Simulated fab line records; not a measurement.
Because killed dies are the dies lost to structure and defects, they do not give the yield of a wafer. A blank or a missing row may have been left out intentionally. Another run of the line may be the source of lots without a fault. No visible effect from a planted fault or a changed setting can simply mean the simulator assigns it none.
What tool caused it? | flow gf180mcu | 45 wafers from 15 lots sampled at 6 of the route's 602 steps

== WHAT THE GAUGES SHOWED, per wafer ==
GF_STI_THK_MEAS_24.
lot  | measured    | on            | STI_CVD_23_THK (nm)
L839 | day 2 06:03 | film metro-04 | 659 651 657
L840 | day 2 08:56 | film metro-04 | 654 661 646
L841 | day 2 15:31 | film metro-01 | 651 660 651
L842 | day 2 20:10 | film metro-01 | 664 650 653
L843 | day 2 23:47 | film metro-04 | 652 652 657
L844 | day 3 05:08 | film metro-04 | 654 667 653
L845 | day 3 10:41 | film metro-04 | 657 655 655
L847 | day 3 21:54 | film metro-03 | 648 646 646
L848 | day 4 01:35 | film metro-01 | 642 638 643
L849 | day 4 06:49 | film metro-03 | 651 647 655
L850 | day 4 13:30 | film metro-03 | 646 652 657
L852 | day 4 21:52 | film metro-01 | 636 654 655
L853 | day 5 05:08 | film metro-03 | 661 655 654
L854 | day 5 08:46 | film metro-04 | 651 652 651
L855 | day 5 14:44 | film metro-04 | 656 650 652

GF_NWELL_OVL_MEAS_07.
lot  | measured    | on         | NWELL_OVL (nm)
L839 | day 3 10:10 | overlay-02 | -2.8 -2.3 -0.3
L840 | day 3 12:50 | overlay-01 | 1.6 -0.8 -1.0
L841 | day 3 21:14 | overlay-02 | 0.7 -1.1 -1.2
L842 | day 4 01:06 | overlay-02 | 0.2 -0.1 -1.9
L843 | day 4 04:27 | overlay-01 | -1.7 -1.8 -5.0
L844 | day 4 09:44 | overlay-02 | -0.5 -1.2 -1.6
L845 | day 4 15:44 | overlay-02 | 1.3 2.6 3.2
L847 | day 5 02:51 | overlay-01 | -0.1 -1.8 -1.7
L848 | day 5 06:48 | overlay-02 | -1.5 -2.7 0.3
L849 | day 5 14:26 | overlay-01 | 1.2 0.6 1.2
L850 | day 5 19:48 | overlay-01 | 0.7 -0.7 0.1
L852 | day 6 06:47 | overlay-02 | -0.7 -1.9 -0.6
L853 | day 6 12:28 | overlay-01 | 1.7 0.9 1.5
L854 | day 6 17:12 | overlay-01 | 1.7 1.0 0.8
L855 | day 6 23:01 | overlay-01 | -0.5 -1.4 -2.4

GF_MVSD_TW_MEAS_11.
lot  | measured    | on            | MVSD_TW
L839 | day 4 13:13 | film metro-04 | 1606 1593 1593
L840 | day 4 16:08 | film metro-01 | 1589 1580 1592
L841 | day 5 01:15 | film metro-04 | 1609 1607 1608
L842 | day 5 05:25 | film metro-01 | 1580 1581 1584
L843 | day 5 08:02 | film metro-02 | 1558 1562 1550
L844 | day 5 14:31 | film metro-01 | 1584 1584 1594
L845 | day 5 20:35 | film metro-02 | 1544 1555 1554
L847 | day 6 08:16 | film metro-04 | 1594 1605 1612
L848 | day 6 12:55 | film metro-02 | 1571 1567 1563
L849 | day 6 20:31 | film metro-04 | 1609 1620 1601
L850 | day 7 02:57 | film metro-01 | 1592 1589 1573
L852 | day 7 14:03 | film metro-04 | 2434 2442 2438
L853 | day 7 20:46 | film metro-02 | 2370 2370 2373
L854 | day 8 00:25 | film metro-02 | 2370 2378 2369
L855 | day 8 07:26 | film metro-04 | 2428 2429 2433

GF_VT_IMPLANT_OVL_MEAS_18.
lot  | measured     | on         | VT_IMPLANT_01_OVL (nm)
L839 | day 6 07:54  | overlay-02 | -1.9 1.1 -0.7
L840 | day 6 10:49  | overlay-01 | -0.8 0.0 0.4
L841 | day 6 20:52  | overlay-01 | 0.3 1.4 1.6
L842 | day 7 01:31  | overlay-01 | -0.8 -1.7 -1.7
L843 | day 7 05:20  | overlay-01 | -0.2 -0.2 0.6
L844 | day 7 10:23  | overlay-02 | 0.6 -0.9 0.5
L845 | day 7 17:39  | overlay-02 | 0.1 2.3 3.3
L847 | day 8 06:35  | overlay-02 | -1.3 -2.3 -1.9
L848 | day 8 12:29  | overlay-01 | -0.3 2.1 1.3
L849 | day 8 19:42  | overlay-01 | -0.8 0.5 0.1
L850 | day 9 02:13  | overlay-01 | -0.6 -1.1 0.0
L852 | day 9 15:26  | overlay-01 | 1.1 -1.1 0.2
L853 | day 9 22:50  | overlay-01 | 2.1 2.5 0.5
L854 | day 10 02:38 | overlay-01 | 2.7 -0.2 0.3
L855 | day 10 10:33 | overlay-01 | 1.3 0.5 -1.0

GF_VT_IMPLANT_RS_MEAS_46: the measuring method here is four-point-probe.
lot  | measured     | on            | MVSD_RS (ohm/sq)
L839 | day 7 15:32  | film metro-02 | 456.7 456.6 457.4
L840 | day 7 17:47  | film metro-04 | 455.5 455.3 455.2
L841 | day 8 04:49  | film metro-04 | 456.4 456.0 457.1
L842 | day 8 09:38  | film metro-02 | 456.6 458.2 458.3
L843 | day 8 13:58  | film metro-04 | 458.2 457.3 458.0
L844 | day 8 19:10  | film metro-01 | 457.8 456.8 456.0
L845 | day 9 01:58  | film metro-02 | 458.5 457.9 458.3
L847 | day 9 16:39  | film metro-02 | 455.9 455.6 455.8
L848 | day 9 22:26  | film metro-01 | 456.8 457.3 456.2
L849 | day 10 06:26 | film metro-01 | 456.3 457.0 457.1
L850 | day 10 13:20 | film metro-01 | 455.7 455.6 455.7
L852 | day 11 02:29 | film metro-04 | - - -
L853 | day 11 09:29 | film metro-04 | - - -
L854 | day 11 15:17 | film metro-01 | - - -
L855 | day 12 00:36 | film metro-04 | - - -

== WHICH TOOL RAN EACH LOT (tool, then ch and the chambers of the sampled wafers, then the start) ==
lot  | GF_MVSD_IMPLANT_08
L839 | implanter-04 ch 0, day 4 12:50
L840 | implanter-04 ch 0, day 4 15:44
L841 | implanter-03 ch 0, day 5 00:53
L842 | implanter-01 ch 0, day 5 05:01
L843 | implanter-03 ch 0, day 5 07:38
L844 | implanter-04 ch 0, day 5 14:07
L845 | implanter-03 ch 0, day 5 20:13
L847 | implanter-04 ch 0, day 6 07:53
L848 | implanter-03 ch 0, day 6 12:31
L849 | implanter-01 ch 0, day 6 20:08
L850 | implanter-03 ch 0, day 7 02:33
L852 | implanter-01 ch 0, day 7 13:39
L853 | implanter-03 ch 0, day 7 20:22
L854 | implanter-04 ch 0, day 8 00:03
L855 | implanter-03 ch 0, day 8 07:04
- GF_MVSD_IMPLANT_08

== WHAT THE TOOLS THEMSELVES READ (means of the sampled wafers that have a number; where no wafer has one, the mark that the record gives instead) ==
The record holds no such reading with a usual standard deviation.

== THE ANSWER, worked out from the rows above alone ==
Rule: the usual values come from the lots themselves. The widest of any qualifying gaps counts: lots, ordered by their means at a reading, are off when they make up no more than a third of the lots, leave a main group of 4 or more, and stand apart from it by 3 or more times the standard deviation of that group's means. A main group is skipped when, at the precision printed for the reading in the tables above, its means are all equal. A lot without any number at a reading at which 4 lots or more have one is off too. The other lots that the step has rows for count as sound. Order of review: gauges by route order, followed by the tools' own readings, for which a lot's mean as printed above is used. At the first step where some lot is off, the reading lying furthest off is the one used; lots without a number count as furthest.
Off: L852, L853, L854, L855, at GF_MVSD_TW_MEAS_11 (MVSD_TW). Main group: mean 1585, sd 19.
A tool fits if, at a process step before that reading, it ran every lot that is off, and no sound lot after the first of them. The gauges at GF_MVSD_TW_MEAS_11 are tried like those tools. Of those tried, none fits.

== WHAT THE SIMULATOR HAD INSERTED ==
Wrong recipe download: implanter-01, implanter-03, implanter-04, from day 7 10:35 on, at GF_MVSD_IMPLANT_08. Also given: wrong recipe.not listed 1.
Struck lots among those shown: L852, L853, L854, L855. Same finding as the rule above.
